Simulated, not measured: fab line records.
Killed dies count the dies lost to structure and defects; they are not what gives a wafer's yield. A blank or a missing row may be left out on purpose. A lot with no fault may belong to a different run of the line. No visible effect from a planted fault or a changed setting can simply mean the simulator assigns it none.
Which tool was responsible? | flow sky130 | Sampling: 14 lots, 41 wafers, 4 of 708 route steps

## WHAT EACH GAUGE READ, for each wafer
SKY_FIELD_ISO_THK_MEAS_23.
lot  | measured    | on           | FIELD_ISO_OXIDATION_01_THK (nm)
L952 | day 2 06:50 | filmMetro-02 | 10.16 10.19 10.28
L956 | day 3 02:52 | filmMetro-03 | 10.18 10.19 10.10
L958 | day 3 13:50 | filmMetro-02 | 9.89 9.98 9.97
L960 | day 4 02:22 | filmMetro-02 | 10.20 10.12 10.03
L961 | day 4 08:47 | filmMetro-02 | 10.02 9.90 10.06
L962 | day 4 11:28 | filmMetro-02 | 9.97 9.83 9.85
L963 | day 4 19:10 | filmMetro-03 | 9.93 9.96 9.98
L964 | day 5 00:20 | filmMetro-01 | 10.39 10.27 10.27
L965 | day 5 03:53 | filmMetro-02 | 10.04 9.85 9.89
L966 | day 5 10:37 | filmMetro-02 | 9.89 9.72
L967 | day 5 15:55 | filmMetro-01 | 9.88 9.86 9.88
L973 | day 6 21:46 | filmMetro-03 | 10.17 10.36 10.29
L974 | day 7 06:06 | filmMetro-02 | 10.32 10.27 10.19
L975 | day 7 11:33 | filmMetro-01 | 10.22 10.24 10.14

SKY_VT_ADJUST_LVTN_TW_MEAS_10.
lot  | measured     | on           | VT_ADJUST_LVTN_TW
L952 | day 6 21:01  | filmMetro-04 | 243.5 242.7 241.5
L956 | day 7 20:31  | filmMetro-02 | 239.3 240.4 238.7
L958 | day 8 10:01  | filmMetro-04 | 244.3 243.6 243.3
L960 | day 9 06:22  | filmMetro-04 | 243.9 241.3 241.1
L961 | day 9 11:52  | filmMetro-02 | 242.0 240.4 239.0
L962 | day 9 14:52  | filmMetro-01 | 243.5 244.6 243.3
L963 | day 10 03:58 | filmMetro-04 | 244.6 244.6 245.9
L964 | day 10 07:10 | filmMetro-04 | 245.8 245.1 244.9
L965 | day 10 14:19 | filmMetro-01 | 244.2 245.7 245.5
L966 | day 10 22:57 | filmMetro-01 | 245.5 244.9
L967 | day 11 02:55 | filmMetro-01 | 244.2 243.2 242.8
L973 | day 13 00:31 | filmMetro-01 | 245.5 243.3 244.5
L974 | day 13 14:51 | filmMetro-01 | 245.5 244.0 244.3
L975 | day 13 15:13 | filmMetro-04 | 242.6 242.3 242.8

SKY_LI_CONTACT_BOW_MEAS_03.
lot  | measured     | on           | LI_CONTACT_BOW (um)
L952 | day 27 19:45 | filmMetro-03 | 60 64 53
L956 | day 29 05:28 | filmMetro-01 | 57 63 63
L958 | day 30 10:37 | filmMetro-03 | 54 48 58
L960 | day 31 09:13 | filmMetro-04 | 54 55 56
L961 | day 31 03:01 | filmMetro-01 | 53 67 63
L962 | day 31 12:03 | filmMetro-04 | 52 46 50
L963 | day 32 07:50 | filmMetro-01 | 56 51 57
L964 | day 32 03:31 | filmMetro-01 | 49 58 56
L965 | day 32 21:22 | filmMetro-03 | 55 58 50
L966 | day 33 01:59 | filmMetro-01 | 60 59
L967 | day 33 06:08 | filmMetro-01 | 62 61 50
L973 | day 35 07:13 | filmMetro-04 | 50 56 57
L974 | day 36 00:38 | filmMetro-03 | 51 71 61
L975 | day 36 00:02 | filmMetro-01 | 62 67 53

## TOOL THAT RAN EACH LOT (tool first, then ch and the chambers of the sampled wafers, then the start)
lot  | SKY_POLY_GATE_DEVELOP_12
L952 | lithoTrack-02 ch 0, day 16 06:00
L956 | lithoTrack-03 ch 0, day 17 16:00
L958 | lithoTrack-02 ch 0, day 18 21:00
L960 | lithoTrack-01 ch 0, day 19 22:00
L961 | lithoTrack-03 ch 0, day 19 22:00
L962 | lithoTrack-01 ch 0, day 20 04:00
L963 | lithoTrack-01 ch 0, day 21 01:00
L964 | lithoTrack-01 ch 0, day 20 23:00
L965 | lithoTrack-02 ch 0, day 21 14:00
L966 | lithoTrack-01 ch 0, day 21 22:00
L967 | lithoTrack-01 ch 0, day 22 04:00
L973 | lithoTrack-01 ch 0, day 24 10:00
L974 | lithoTrack-01 ch 0, day 25 03:00
L975 | lithoTrack-03 ch 0, day 25 04:00
- SKY_POLY_GATE_DEVELOP_12: develop time 60 s.

## AS READ BY THE TOOLS THEMSELVES (means over the sampled wafers that have a number; for cases with no such wafer, the mark the record gives instead)
SKY_POLY_GATE_DEVELOP_12.
lot  | tool          | developerTempC (C)
L952 | lithoTrack-02 | 20.93
L956 | lithoTrack-03 | 21.02
L958 | lithoTrack-02 | 21.09
L960 | lithoTrack-01 | 21.02
L961 | lithoTrack-03 | 20.96
L962 | lithoTrack-01 | 20.97
L963 | lithoTrack-01 | 20.98
L964 | lithoTrack-01 | 21.08
L965 | lithoTrack-02 | 20.99
L966 | lithoTrack-01 | 21.65
L967 | lithoTrack-01 | 21.80
L973 | lithoTrack-01 | 20.90
L974 | lithoTrack-01 | 20.97
L975 | lithoTrack-03 | 21.05

## THE ANSWER, worked out from the rows above alone
Rule: usual is defined by the lots themselves. Put in order of their means at a reading, lots are off if they are a third of the lots or fewer, leave a main group of 4 or more, and stand apart from it by a gap of 3 or more times the standard deviation of the main group's means; of several such gaps the widest counts. If all means in a main group match to the digits the tables above print for the reading, that group is not used. Also off: a lot with no number at a reading for which 4 or more lots have one. The other lots that the step has rows for count as sound. The gauges are gone through in route order, then the tools' own readings, and for those a lot's mean is taken as printed above. At the first step where some lot is off, the reading lying furthest off is the one used; lots without a number count as furthest.
Off: L966, L967 (SKY_POLY_GATE_DEVELOP_12, developerTempC). For the main group the mean is 21.00 C and the standard deviation 0.055.
A tool fits if, at that step or a process step before it, it ran every lot that is off, and no sound lot after the first of them. No candidate that was tried fits.

## WHAT THE SIMULATOR PUT IN
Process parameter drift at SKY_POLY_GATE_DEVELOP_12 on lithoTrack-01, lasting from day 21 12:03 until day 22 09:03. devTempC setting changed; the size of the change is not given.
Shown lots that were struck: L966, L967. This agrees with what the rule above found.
